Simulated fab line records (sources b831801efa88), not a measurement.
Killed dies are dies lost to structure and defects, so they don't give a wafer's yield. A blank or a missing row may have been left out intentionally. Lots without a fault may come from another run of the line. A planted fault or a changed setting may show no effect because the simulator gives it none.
fab line records ; flow sky130
record: lots: 13; wafers: 39; last_day: 50
route steps=708 shown NWELL@82 VT_ADJUST_HVTP@95 VT_ADJUST_LVTN@117 VT_ADJUST_NCORE@127
lots that met no fault: taken from a fault-free run of the same line
start_h: hours from the record's first day to the start of the lot's first wafer shown ; wait_h: time in hours since the lot's previous step ; " repeats the value in the row above ; L1.1+2: a row that stands for several wafers ; - either no value or no given start ; * or withheld: withheld ; < > ~ a bound
route shown NAME@n: names a module that has steps shown in the file, with the first one's number in the route ; usual: the fault-free wafers' mean and standard deviation ; same: alike in all rows ; chamber/n: place in a boat ; sites: readings site by site ; _std_site: how widely they spread, as a standard deviation ; _edge_site: outer sites' mean less inner sites' ; radius_mm: for every site, how far away it sits from the centre of the wafer ; mask NAME#n: copy n ; behind: the tool/chamber that last shaped the wafer ; hold: what put the lot on hold/how long, in hours/how the hold closed ; device: transistor that didn't switch, given as n, p or np ; end of line: tests run on the same wafers once the route is complete ; a step given without rows: its recipe and nothing more ; killed: dies that structure and defects cost at the first sort, which is not the same as the wafer's yield ; map: a wafer's dies, x killed, . not, _ none there
set.NAME: the setting that was run; set.NAME@STEP: the one run at that earlier step ; model.NAME: the simulator's own value behind a step, which no gauge read
steps of the route over a sample of lots; a table a step, a row a wafer
services: the hour from which a tool's chamber was out of use, counted from the record's first day as start_h (under 0 if before that day), plus the number of hours and why
== steps ==
step: SKY_NWELL_RS_MEAS_29
recipe: thk_meas_gauge: four-point-probe
usual: NWELL_RS: 625.0/1.4
lot.wafer;tool;chamber;start_h;wait_h;NWELL_RS[ohm/sq]
L684.2;film_metro-04;-;106.48;0.1;623.5
L684.3;film_metro-04;-;106.48;0.1;622.1
L684.4;film_metro-04;-;106.48;0.1;622.1
L685.4;film_metro-02;-;109.42;0.1;625.0
L685.5;film_metro-02;-;109.42;0.1;626.0
L685.6;film_metro-02;-;109.42;0.1;627.0
L687.1;film_metro-01;-;126.20;0.1;627.2
L687.4;film_metro-01;-;126.20;0.1;625.7
L687.6;film_metro-01;-;126.20;0.1;625.1
L688.3;film_metro-02;-;130.20;0.1;626.4
L688.5;film_metro-02;-;130.20;0.1;624.8
L688.6;film_metro-02;-;130.20;0.1;626.1
L697.4;film_metro-01;-;184.99;0.1;625.2
L697.5;film_metro-01;-;184.99;0.1;626.4
L697.6;film_metro-01;-;184.99;0.1;626.0
L699.2;film_metro-01;-;195.32;0.1;624.3
L699.3;film_metro-01;-;195.32;0.1;621.8
L699.4;film_metro-01;-;195.32;0.1;625.6
L700.1;film_metro-02;-;200.40;0.1;623.9
L700.5;film_metro-02;-;200.40;0.1;624.7
L700.6;film_metro-02;-;200.40;0.1;624.4
L702.4;film_metro-04;-;216.27;0.1;622.7
L702.5;film_metro-04;-;216.27;0.1;624.1
L702.6;film_metro-04;-;216.27;0.1;625.0
L703.2;film_metro-04;-;222.70;0.1;626.2
L703.3;film_metro-04;-;222.70;0.1;623.9
L703.4;film_metro-04;-;222.70;0.1;623.8
L704.3;film_metro-04;-;229.20;0.1;625.5
L704.4;film_metro-04;-;229.20;0.1;625.3
L704.5;film_metro-04;-;229.20;0.1;623.7
L705.2;film_metro-04;-;233.57;0.1;624.9
L705.5;film_metro-04;-;233.57;0.1;625.6
L705.6;film_metro-04;-;233.57;0.1;626.3
L706.2;film_metro-02;-;239.65;0.1;626.0
L706.3;film_metro-02;-;239.65;0.1;624.1
L706.4;film_metro-02;-;239.65;0.1;622.4
L707.1;film_metro-02;-;241.60;0.1;622.7
L707.2;film_metro-02;-;241.60;0.1;624.7
L707.6;film_metro-02;-;241.60;0.1;624.7
step: SKY_VT_ADJUST_HVTP_STRIP_10
recipe: chemistry: O2/N2; power_w: 1400; pressure_mtorr: 1500; platen_temp_c: withheld; o2_flow_sccm: 3000; n2_flow_sccm: 300; overash_fraction: 0.5
usual: chamber_pressure_mTorr: 1500.0/1.3; drypump_motor_current_A: 5.5/0.46; oes_product_au: 0.715/0.0043; strip_time_to_endpoint_s: 14.18/0.045
lot.wafer;tool;chamber;start_h;wait_h;chamber_pressure_mTorr;drypump_motor_current_A;oes_product_au;rf_hours_counter_h;strip_time_to_endpoint_s
L684.2;plasma_asher-01;1;125.01;0.1;1500.2;6.1;0.708;45;14.27
L684.3;plasma_asher-01;0;125.01;0.1;1499.3;5.0;0.717;-;14.23
L684.4;plasma_asher-01;1;125.01;0.1;1500.8;6.1;0.712;-;14.22
L685.4;plasma_asher-01;0;128.17;0.1;1500.2;5.0;0.708;-;14.17
L685.5;plasma_asher-01;1;128.17;0.1;1499.8;6.1;0.717;-;14.17
L685.6;plasma_asher-01;0;128.17;0.1;1502.3;4.9;0.718;-;14.21
L687.1;plasma_asher-02;1;145.71;0.1;1500.1;5.7;0.715;3;14.27
L687.4;plasma_asher-02;0;145.71;0.1;1499.3;5.3;0.723;-;14.26
L687.6;plasma_asher-02;0;145.71;0.1;1498.1;5.3;0.717;-;14.28
L688.3;plasma_asher-01;0;150.62;0.1;1501.1;5.0;0.720;-;14.09
L688.5;plasma_asher-01;1;150.62;0.1;1499.5;6.1;0.714;-;14.18
L688.6;plasma_asher-01;0;150.62;0.1;1498.5;5.0;0.717;-;14.13
L697.4;plasma_asher-02;1;207.52;0.1;1499.5;5.7;0.721;-;14.16
L697.5;plasma_asher-02;1;207.52;0.1;1500.5;5.7;0.718;-;14.15
L697.6;plasma_asher-02;0;207.52;0.1;1500.8;5.3;0.718;-;14.18
L699.2;plasma_asher-01;0;217.72;0.1;1501.1;5.0;0.712;54;14.15
L699.3;plasma_asher-01;0;217.72;0.1;1501.5;5.0;0.712;-;14.17
L699.4;plasma_asher-01;1;217.72;0.1;1500.3;6.1;0.718;-;14.17
L700.1;plasma_asher-01;0;223.12;0.1;1500.8;5.0;0.709;55;14.19
L700.5;plasma_asher-01;1;223.12;0.1;1500.0;6.1;0.717;-;14.22
L700.6;plasma_asher-01;0;223.12;0.1;1499.0;5.0;0.720;-;14.18
L702.4;plasma_asher-02;1;239.09;0.1;1498.6;5.7;0.719;-;14.17
L702.5;plasma_asher-02;0;239.09;0.1;1499.8;5.3;0.718;-;14.16
L702.6;plasma_asher-02;1;239.09;0.1;1499.9;5.7;0.715;-;14.12
L703.2;plasma_asher-02;0;245.29;0.1;1499.7;5.3;0.714;12;14.23
L703.3;plasma_asher-02;1;245.29;0.1;1501.1;5.7;0.710;-;14.18
L703.4;plasma_asher-02;0;245.29;0.1;1498.7;5.3;0.712;-;14.19
L704.3;plasma_asher-02;1;252.64;0.1;1502.6;5.7;0.721;-;14.13
L704.4;plasma_asher-02;0;252.64;0.1;1500.3;5.3;0.717;-;14.20
L704.5;plasma_asher-02;1;252.64;0.1;1499.9;5.7;0.712;-;14.14
L705.2;plasma_asher-01;0;257.34;0.1;1499.0;5.0;0.709;58;14.20
L705.5;plasma_asher-01;0;257.34;0.1;1502.4;5.0;0.712;-;14.17
L705.6;plasma_asher-01;1;257.34;0.1;1502.2;6.1;0.715;-;14.19
L706.2;plasma_asher-03;1;263.92;0.1;1502.8;5.8;0.715;53;14.19
L706.3;plasma_asher-03;0;263.92;0.1;1500.8;5.6;0.708;-;14.20
L706.4;plasma_asher-03;1;263.92;0.1;1500.2;5.8;0.721;-;14.18
L707.1;plasma_asher-01;0;266.12;0.1;1503.6;5.0;0.717;59;14.21
L707.2;plasma_asher-01;1;266.12;0.1;1501.4;6.1;0.712;59;14.18
L707.6;plasma_asher-01;0;266.12;0.1;1500.4;5.0;0.714;-;14.20
step: SKY_VT_ADJUST_LVTN_STRIP_20
recipe: chemistry: O2/N2; power_w: 1400; pressure_mtorr: 1500; platen_temp_c: withheld; o2_flow_sccm: 3000; n2_flow_sccm: 300; overash_fraction: 0.5
usual: chamber_pressure_mTorr: 1500.3/1.3; drypump_motor_current_A: 5.6/0.58; oes_product_au: 0.716/0.0042; strip_time_to_endpoint_s: 14.18/0.04
lot.wafer;tool;chamber;start_h;wait_h;chamber_pressure_mTorr;drypump_motor_current_A;oes_product_au;rf_hours_counter_h;strip_time_to_endpoint_s
L684.2;plasma_asher-02;0;164.57;0.1;1499.8;5.3;0.716;5;14.19
L684.3;plasma_asher-02;0;164.57;0.1;1501.1;5.3;0.720;-;14.15
L684.4;plasma_asher-02;1;164.57;0.1;1500.1;5.7;0.709;-;14.17
L685.4;plasma_asher-02;1;167.63;0.1;1499.6;5.7;0.709;-;14.21
L685.5;plasma_asher-02;1;167.63;0.1;1503.5;5.7;0.718;-;14.14
L685.6;plasma_asher-02;0;167.63;0.1;1500.9;5.3;0.718;-;14.16
L687.1;plasma_asher-01;0;187.77;0.1;1500.2;4.9;0.723;51;14.20
L687.4;plasma_asher-01;1;187.77;0.1;1503.2;6.1;0.720;-;14.21
L687.6;plasma_asher-01;1;187.77;0.1;1500.2;6.1;0.714;-;14.22
L688.3;plasma_asher-02;1;192.58;0.1;1497.0;5.7;0.920;-;-
L688.5;plasma_asher-02;1;192.58;0.1;1496.3;5.7;0.914;-;-
L688.6;plasma_asher-02;0;192.58;0.1;1504.4;5.3;0.916;-;-
L697.4;plasma_asher-04;1;253.13;0.1;1500.5;6.3;0.717;-;14.18
L697.5;plasma_asher-04;0;253.13;0.1;1502.6;5.1;0.718;-;14.16
L697.6;plasma_asher-04;1;253.13;0.1;1500.3;6.3;0.721;-;14.20
L699.2;plasma_asher-01;1;263.92;0.1;1501.9;6.1;0.713;59;14.16
L699.3;plasma_asher-01;1;263.92;0.1;1501.1;6.1;0.715;-;14.19
L699.4;plasma_asher-01;0;263.92;0.1;1500.7;5.0;0.720;-;14.12
L700.1;plasma_asher-04;0;269.60;0.1;1498.9;5.0;0.714;47;14.09
L700.5;plasma_asher-04;0;269.60;0.1;1500.3;5.0;0.715;-;14.11
L700.6;plasma_asher-04;1;269.60;0.1;1500.7;6.3;0.721;-;14.13
L702.4;plasma_asher-04;1;287.98;0.1;1501.5;6.3;0.714;-;14.20
L702.5;plasma_asher-04;0;287.98;0.1;1502.4;5.0;0.716;-;14.17
L702.6;plasma_asher-04;1;287.98;0.1;1498.7;6.3;0.719;-;14.21
L703.2;plasma_asher-04;0;293.90;0.1;1499.3;5.0;0.711;50;14.17
L703.3;plasma_asher-04;1;293.90;0.1;1499.9;6.4;0.703;-;14.22
L703.4;plasma_asher-04;0;293.90;0.1;1499.7;5.0;0.721;-;14.19
L704.3;plasma_asher-02;1;302.68;0.1;1500.3;5.7;0.713;-;14.13
L704.4;plasma_asher-02;0;302.68;0.1;1500.9;5.3;0.722;-;14.13
L704.5;plasma_asher-02;1;302.68;0.1;1500.1;5.7;0.710;-;14.09
L705.2;plasma_asher-04;1;307.85;0.1;1499.8;6.3;0.709;51;14.19
L705.5;plasma_asher-04;1;307.85;0.1;1499.5;6.3;0.719;-;14.15
L705.6;plasma_asher-04;0;307.85;0.1;1500.0;5.0;0.721;-;14.14
L706.2;plasma_asher-01;0;314.94;0.1;1500.2;5.0;0.709;64;14.16
L706.3;plasma_asher-01;0;314.94;0.1;1501.7;5.0;0.715;-;14.13
L706.4;plasma_asher-01;1;314.94;0.1;1500.9;6.1;0.713;-;14.16
L707.1;plasma_asher-01;1;317.79;0.1;1500.5;6.1;0.716;64;14.19
L707.2;plasma_asher-01;0;317.79;0.1;1498.3;5.0;0.707;64;14.21
L707.6;plasma_asher-01;0;317.79;0.1;1498.1;5.0;0.711;-;14.16
step: SKY_VT_ADJUST_NCORE_OVL_MEAS_08
usual: VT_ADJUST_NCORE_OVL: 1.7/1.4
lot.wafer;tool;chamber;start_h;wait_h;VT_ADJUST_NCORE_OVL[nm]
L684.2;overlay-02;-;185.73;0.1;1.2
L684.3;overlay-02;-;185.73;0.1;0.8
L684.4;overlay-02;-;185.73;0.1;2.2
L685.4;overlay-01;-;188.90;0.1;1.7
L685.5;overlay-01;-;188.90;0.1;0.3
L685.6;overlay-01;-;188.90;0.1;1.1
L687.1;overlay-02;-;210.24;0.1;1.1
L687.4;overlay-02;-;210.24;0.1;2.0
L687.6;overlay-02;-;210.24;0.1;-1.3
L688.3;overlay-01;-;215.14;0.1;0.8
L688.5;overlay-01;-;215.14;0.1;1.8
L688.6;overlay-01;-;215.14;0.1;1.2
L697.4;overlay-02;-;278.00;0.1;0.8
L697.5;overlay-02;-;278.00;0.1;0.6
L697.6;overlay-02;-;278.00;0.1;1.9
L699.2;overlay-01;-;288.53;0.1;2.8
L699.3;overlay-01;-;288.53;0.1;2.6
L699.4;overlay-01;-;288.53;0.1;3.2
L700.1;overlay-01;-;294.57;0.1;0.6
L700.5;overlay-01;-;294.57;0.1;0.6
L700.6;overlay-01;-;294.57;0.1;0.6
L702.4;overlay-01;-;313.95;0.1;2.7
L702.5;overlay-01;-;313.95;0.1;4.2
L702.6;overlay-01;-;313.95;0.1;5.9
L703.2;overlay-02;-;319.53;0.1;1.4
L703.3;overlay-02;-;319.53;0.1;2.2
L703.4;overlay-02;-;319.53;0.1;0.7
L704.3;overlay-01;-;328.23;0.1;5.9
L704.4;overlay-01;-;328.23;0.1;5.1
L704.5;overlay-01;-;328.23;0.1;2.9
L705.2;overlay-02;-;333.99;0.1;0.4
L705.5;overlay-02;-;333.99;0.1;-0.3
L705.6;overlay-02;-;333.99;0.1;1.1
L706.2;overlay-01;-;341.92;0.1;1.8
L706.3;overlay-01;-;341.92;0.1;3.1
L706.4;overlay-01;-;341.92;0.1;2.4
L707.1;overlay-02;-;344.13;0.1;-0.2
L707.2;overlay-02;-;344.13;0.1;2.0
L707.6;overlay-02;-;344.13;0.1;-0.4
step: SKY_VT_ADJUST_NCORE_STRIP_10
recipe: chemistry: O2/N2; power_w: 1400; pressure_mtorr: 1500; platen_temp_c: withheld; o2_flow_sccm: 3000; n2_flow_sccm: 300; overash_fraction: 0.5
usual: chamber_pressure_mTorr: 1500.0/1.3; drypump_motor_current_A: 5.6/0.45; oes_product_au: 0.715/0.0045; strip_time_to_endpoint_s: 14.18/0.039
lot.wafer;tool;chamber;start_h;wait_h;chamber_pressure_mTorr;drypump_motor_current_A;oes_product_au;rf_hours_counter_h;strip_time_to_endpoint_s
L684.2;plasma_asher-03;1;185.91;0.1;1500.4;5.8;0.714;45;14.17
L684.3;plasma_asher-03;1;185.91;0.1;1500.1;5.8;0.714;-;14.19
L684.4;plasma_asher-03;0;185.91;0.1;1500.7;5.5;0.712;-;14.21
L685.4;plasma_asher-04;0;189.10;0.1;1499.4;5.0;0.713;-;14.15
L685.5;plasma_asher-04;0;189.10;0.1;1500.0;5.1;0.711;-;14.09
L685.6;plasma_asher-04;1;189.10;0.1;1498.4;6.3;0.716;-;14.11
L687.1;plasma_asher-03;0;210.42;0.1;1498.6;5.6;0.718;48;14.17
L687.4;plasma_asher-03;0;210.42;0.1;1499.5;5.6;0.723;-;14.20
L687.6;plasma_asher-03;1;210.42;0.1;1500.2;5.8;0.704;-;14.25
L688.3;plasma_asher-04;1;215.35;0.1;1497.7;6.3;0.718;-;24.74
L688.5;plasma_asher-04;1;215.35;0.1;1501.2;6.4;0.715;-;24.78
L688.6;plasma_asher-04;0;215.35;0.1;1497.8;5.0;0.717;-;24.69
L697.4;plasma_asher-03;0;278.20;0.1;1499.4;5.5;0.718;-;14.21
L697.5;plasma_asher-03;1;278.20;0.1;1502.2;5.8;0.712;-;14.16
L697.6;plasma_asher-03;0;278.20;0.1;1500.5;5.6;0.711;-;14.21
L699.2;plasma_asher-01;0;288.71;0.1;1502.1;5.0;0.719;61;14.12
L699.3;plasma_asher-01;0;288.71;0.1;1499.8;5.0;0.723;-;14.16
L699.4;plasma_asher-01;1;288.71;0.1;1502.2;6.1;0.719;-;14.12
L700.1;plasma_asher-04;1;294.76;0.1;1499.3;6.3;0.715;50;14.18
L700.5;plasma_asher-04;1;294.76;0.1;1497.3;6.4;0.717;-;14.17
L700.6;plasma_asher-04;0;294.76;0.1;1499.5;5.0;0.712;-;14.21
L702.4;plasma_asher-03;0;314.15;0.1;1501.0;5.5;0.707;-;14.22
L702.5;plasma_asher-03;0;314.15;0.1;1498.9;5.5;0.720;-;14.18
L702.6;plasma_asher-03;1;314.15;0.1;1501.8;5.8;0.726;-;14.24
L703.2;plasma_asher-03;0;319.71;0.1;1500.2;5.6;0.712;58;14.18
L703.3;plasma_asher-03;1;319.71;0.1;1500.5;5.8;0.718;-;14.18
L703.4;plasma_asher-03;0;319.71;0.1;1499.9;5.6;0.714;-;14.16
L704.3;plasma_asher-01;1;328.44;0.1;1499.3;6.1;0.713;-;14.14
L704.4;plasma_asher-01;0;328.44;0.1;1497.5;5.0;0.719;-;14.11
L704.5;plasma_asher-01;0;328.44;0.1;1499.8;5.0;0.710;-;14.14
L705.2;plasma_asher-03;0;334.17;0.1;1500.9;5.5;0.720;60;14.25
L705.5;plasma_asher-03;1;334.17;0.1;1499.9;5.8;0.713;-;14.19
L705.6;plasma_asher-03;0;334.17;0.1;1500.1;5.5;0.710;-;14.22
L706.2;plasma_asher-04;0;342.10;0.1;1500.9;5.0;0.717;53;14.14
L706.3;plasma_asher-04;1;342.10;0.1;1500.9;6.3;0.713;-;14.14
L706.4;plasma_asher-04;0;342.10;0.1;1497.8;5.0;0.722;-;14.10
L707.1;plasma_asher-04;0;344.31;0.1;1497.7;5.0;0.719;53;14.22
L707.2;plasma_asher-04;1;344.31;0.1;1498.8;6.4;0.715;53;14.20
L707.6;plasma_asher-04;0;344.31;0.1;1500.6;5.0;0.708;-;14.25
step: SKY_VT_ADJUST_NCORE_TW_MEAS_11
usual: VT_ADJUST_NCORE_TW: 220.4/1.6
lot.wafer;tool;chamber;start_h;wait_h;VT_ADJUST_NCORE_TW
L684.2;film_metro-01;-;186.02;0.1;222.6
L684.3;film_metro-01;-;186.02;0.1;221.6
L684.4;film_metro-01;-;186.02;0.1;220.9
L685.4;film_metro-01;-;189.20;0.1;221.9
L685.5;film_metro-01;-;189.20;0.1;221.7
L685.6;film_metro-01;-;189.20;0.1;222.4
L687.1;film_metro-03;-;210.52;0.1;217.6
L687.4;film_metro-03;-;210.52;0.1;219.2
L687.6;film_metro-03;-;210.52;0.1;216.1
L688.3;film_metro-01;-;215.44;0.1;30.2
L688.5;film_metro-01;-;215.44;0.1;30.1
L688.6;film_metro-01;-;215.44;0.1;30.3
L697.4;film_metro-03;-;278.30;0.1;217.9
L697.5;film_metro-03;-;278.30;0.1;218.3
L697.6;film_metro-03;-;278.30;0.1;219.3
L699.2;film_metro-01;-;288.82;0.1;221.1
L699.3;film_metro-01;-;288.82;0.1;222.6
L699.4;film_metro-01;-;288.82;0.1;221.8
L700.1;film_metro-03;-;294.86;0.1;219.5
L700.5;film_metro-03;-;294.86;0.1;219.8
L700.6;film_metro-03;-;294.86;0.1;219.9
L702.4;film_metro-03;-;314.24;0.1;219.6
L702.5;film_metro-03;-;314.24;0.1;221.8
L702.6;film_metro-03;-;314.24;0.1;219.5
L703.2;film_metro-01;-;319.82;0.1;220.6
L703.3;film_metro-01;-;319.82;0.1;220.8
L703.4;film_metro-01;-;319.82;0.1;221.4
L704.3;film_metro-04;-;328.52;0.1;222.0
L704.4;film_metro-04;-;328.52;0.1;222.5
L704.5;film_metro-04;-;328.52;0.1;221.9
L705.2;film_metro-03;-;334.28;0.1;221.6
L705.5;film_metro-03;-;334.28;0.1;220.4
L705.6;film_metro-03;-;334.28;0.1;220.3
L706.2;film_metro-04;-;342.21;0.1;219.7
L706.3;film_metro-04;-;342.21;0.1;221.7
L706.4;film_metro-04;-;342.21;0.1;221.3
L707.1;film_metro-04;-;344.41;0.1;221.2
L707.2;film_metro-04;-;344.41;0.1;220.8
L707.6;film_metro-04;-;344.41;0.1;222.1
== services ==
tool;chamber;start_h;hours;kind
plasma_asher-03;-;106.97;9.7;repair
plasma_asher-02;-;108.75;9.0;pm
plasma_asher-02;0;108.75;9.0;vent_cycle
plasma_asher-02;1;108.75;9.0;vent_cycle
plasma_asher-02;0;117.75;-;clean
plasma_asher-02;1;117.75;-;clean
plasma_asher-02;-;130.40;1.4;repair
plasma_asher-02;-;193.60;2.8;repair
plasma_asher-04;-;308.00;13.5;repair
== key ==
first_sign: step: SKY_VT_ADJUST_LVTN_STRIP_20; reading: oes_product_au; direction: up; sigmas: 47; usual: 0.716; struck: 0.917
effect: step: SKY_VT_ADJUST_NCORE_STRIP_10; reading: strip_time_to_endpoint_s; direction: up; sigmas: 99+; usual: *; struck: *
effect: step: SKY_VT_ADJUST_NCORE_TW_MEAS_11; reading: VT_ADJUST_NCORE_TW; direction: down; sigmas: 99+; usual: 220.4; struck: 30.2
met_at SKY_VT_ADJUST_LVTN_STRIP_20
struck_lots L688
sort_left_out L688.3,L688.5,L688.6
tester_left_out L688
not_acting_at SKY_NWELL_RS_MEAS_29,SKY_VT_ADJUST_HVTP_STRIP_10,SKY_VT_ADJUST_NCORE_OVL_MEAS_08
onset_between 167.63 192.58
fault: kind: strip_aborted; tool: plasma_asher-02; chamber: -; onset_h: 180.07; steps: SKY_VT_ADJUST_LVTN_STRIP_20; offset: 0.84842; end_h: 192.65
tester_left_out: of these lots the tester's yield and bins aren't shown, on N5 and GAA mostly nor the transistor test; their killed dies are dies lost to structure and defects alone, not to doping, threshold or leakage, so they don't give the yield
sort_left_out: the simulated sort isn't trusted on such a fault, so these wafers' sort isn't shown, and their yield isn't known
